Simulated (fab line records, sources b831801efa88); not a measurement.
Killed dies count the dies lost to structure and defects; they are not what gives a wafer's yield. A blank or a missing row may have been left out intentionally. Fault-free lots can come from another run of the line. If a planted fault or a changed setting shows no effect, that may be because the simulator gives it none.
A struck lot beside a sound one || flow sky130 || 42 steps out of a route of 708
Sound: these wafers, L663.1, L663.2, L663.3. Wafers struck: L667.3, L667.5, L667.6. At the end, the cause is stated.
Each step with rows lists, per side, the tool, then ch with its chambers, then its first start. Under that, the readings that differ: sound wafers || struck wafers || difference of the means || sigmas: that difference in standard deviations of wafers without a fault.
alike: readings with means less than 2 such deviations apart, plus words and numbers identical on both sides. not compared: withheld readings, readings lacking a value on some wafer, bounds such as >300 that could conceal the same value, and numbers that have no deviation in the record and whose values overlap.
A row with sigmas, a row that says differs or no value, or rows on one side alone: a step with any of these is where the two part. When numbers do not overlap yet have no deviation, they are printed without sigmas and do not part them. A reading missing from all wafers of one side parts the sides only when that side holds two or more wafers.

first, 2 steps without rows for these wafers: SKY_NWELL_PEB_08; SKY_NWELL_DEVELOP_09 (develop time 60 s).
SKY_NWELL_OVL_MEAS_10:
  sound on overlay-02 at day 4 14:17; struck on overlay-01 at day 5 12:02
  alike: NWELL_00_OVL
then, 3 steps without rows for these wafers: SKY_NWELL_IMPLANT_11; SKY_NWELL_IMPLANT_12; SKY_NWELL_IMPLANT_13.
SKY_NWELL_STRIP_14: strips in O2/N2.
  sound on plasma-asher-04 ch 0,1, day 4 14:46; struck on plasma-asher-03 ch 0,1, day 5 12:33
  alike: drypump-motor-current-A, o2-flow-sccm, oes-product-au, strip-time-to-endpoint-s
  not compared: rf-hours-counter-h
SKY_NWELL_TW_MEAS_15:
  sound on film-metro-01 at day 4 14:52; struck on film-metro-01 at day 5 12:38
  alike: NWELL_TW
then, 4 steps without rows for these wafers: SKY_NWELL_DEHYDRATE_16 (time 60 s); SKY_NWELL_HMDS_17 (prime time 60 s); SKY_NWELL_COAT_18 (resist thk 3000 nm); SKY_NWELL_SOFTBAKE_19.
SKY_NWELL_EXPOSE_20: exposes mask NWM COMPLEMENT, target cd 840 nm.
  sound on iline-stepper-01 ch 0, day 4 23:11; struck on iline-stepper-01 ch 0, day 5 22:06
  alike: mask, exposure-dose-mJ-cm2
then, 2 steps without rows for these wafers: SKY_NWELL_PEB_21; SKY_NWELL_DEVELOP_22 (develop time 60 s).
SKY_NWELL_OVL_MEAS_23:
  sound on overlay-02 at day 5 07:51; struck on overlay-02 at day 6 07:16
  alike: NWELL_01_OVL
next, for these wafers, 1 step has no rows: SKY_NWELL_IMPLANT_24.
SKY_NWELL_STRIP_25: strips in O2/N2.
  sound on plasma-asher-03 ch 0,1, day 5 08:02; struck on plasma-asher-03 ch 0,1, day 6 07:28
{"reading": "o2-flow-sccm (sccm)", "sound": "2994 3023 3003", "struck": "2988 2990 2980", "difference": -21, "sigmas": -2}
  alike: drypump-motor-current-A, oes-product-au, strip-time-to-endpoint-s
  not compared: rf-hours-counter-h
SKY_NWELL_TW_MEAS_26:
  sound on film-metro-04 at day 5 08:08; struck on film-metro-01 at day 6 07:34
{"reading": "NWELL_2_TW", "sound": "501 501 501", "struck": "493 494 495", "difference": -7, "sigmas": -2}
then, 1 step without rows for these wafers: SKY_NWELL_CLEAN_27 (cleans in SC1/SC2, time 150 s).
SKY_NWELL_RTA_28: time 30 s.
  sound on rtp-anneal-02 ch 0, day 5 08:15; struck on rtp-anneal-02 ch 0, day 6 07:41
  alike: lamp-power-pct, wafer_temp_C_max
SKY_NWELL_RS_MEAS_29: uses a four-point probe to measure.
  sound on film-metro-04 at day 5 08:21; struck on film-metro-03 at day 6 07:47
  alike: NWELL_RS
SKY_NWELL_RS_MEAS_31: uses a four-point probe to measure.
  sound on film-metro-04 at day 5 08:35; struck on film-metro-03 at day 6 08:02
  alike: PWDE_RS
then, 7 steps without rows for these wafers: SKY_VT_ADJUST_HVTP_DEHYDRATE_00 (time 60 s); SKY_VT_ADJUST_HVTP_HMDS_01 (prime time 60 s); SKY_VT_ADJUST_HVTP_COAT_02 (resist thk 1140 nm); SKY_VT_ADJUST_HVTP_SOFTBAKE_03 (time 60 s); SKY_VT_ADJUST_HVTP_EXPOSE_04 (exposes mask HVTPM, target cd 380 nm); SKY_VT_ADJUST_HVTP_PEB_05; SKY_VT_ADJUST_HVTP_DEVELOP_06 (develop time 60 s).
SKY_VT_ADJUST_HVTP_CD_MEAS_07 targets a cd of 380 nm.
  sound on cd-sem-02 at day 6 02:31; struck on cd-sem-01 at day 7 01:02
  alike: cd-nm
SKY_VT_ADJUST_HVTP_OVL_MEAS_08:
  sound on overlay-02 at day 6 02:38; struck on overlay-02 at day 7 01:08
  alike: VT_ADJUST_HVTP_OVL
next, for these wafers, 1 step has no rows: SKY_VT_ADJUST_HVTP_IMPLANT_09.
SKY_VT_ADJUST_HVTP_STRIP_10: strips in O2/N2.
  sound on plasma-asher-02 ch 0,1, day 6 02:50; struck on plasma-asher-02 ch 0,1, day 7 01:20
  alike: drypump-motor-current-A, o2-flow-sccm, oes-product-au, strip-time-to-endpoint-s
  not compared: rf-hours-counter-h
SKY_VT_ADJUST_HVTP_TW_MEAS_11:
  sound on film-metro-02 at day 6 02:56; struck on film-metro-02 at day 7 01:26
  alike: VT_ADJUST_HVTP_TW
then, 6 steps without rows for these wafers: SKY_VT_ADJUST_LVTN_DEHYDRATE_00 (time 60 s); SKY_VT_ADJUST_LVTN_HMDS_01 (prime time 60 s); SKY_VT_ADJUST_LVTN_COAT_02 (resist thk 3000 nm); SKY_VT_ADJUST_LVTN_SOFTBAKE_03; SKY_VT_ADJUST_LVTN_EXPOSE_04 (exposes mask NWM COMPLEMENT LESS NATIVE, target cd 840 nm); SKY_VT_ADJUST_LVTN_PEB_05.
-- a jump in the record: the struck wafers' starts before and after are 40 days apart (it breaks off in module VT_ADJUST_LVTN and resumes in module PAD_OPEN, where the first step shown is number 708 of the route) --
SKY_PAD_OPEN_PROBE_99:
  sound on prober-01 at day 45 23:21; struck on prober-01 at day 46 16:38
{"reading": "model.etest.res-iso-pwell.width-nm (nm)", "sound": "2646 2634 2609", "struck": "2675 2669 2692", "difference": "+49", "sigmas": ""}
  alike: killed_at_M0_to_M3, killed_at_M4_up, killed-at-contacts, killed-at-front-end, killed-at-other, killed-dies, killed-open, killed-short

## WHERE THEY PART
Last at SKY_NWELL_TW_MEAS_26 as far as this record goes, first at SKY_NWELL_STRIP_25. Later steps at which nothing parts them and some readings are alike: SKY_NWELL_RTA_28, SKY_NWELL_RS_MEAS_29, SKY_NWELL_RS_MEAS_31, SKY_VT_ADJUST_HVTP_CD_MEAS_07, SKY_VT_ADJUST_HVTP_OVL_MEAS_08, SKY_VT_ADJUST_HVTP_STRIP_10, SKY_VT_ADJUST_HVTP_TW_MEAS_11, SKY_PAD_OPEN_PROBE_99.

WHY: what had been put in by the simulator
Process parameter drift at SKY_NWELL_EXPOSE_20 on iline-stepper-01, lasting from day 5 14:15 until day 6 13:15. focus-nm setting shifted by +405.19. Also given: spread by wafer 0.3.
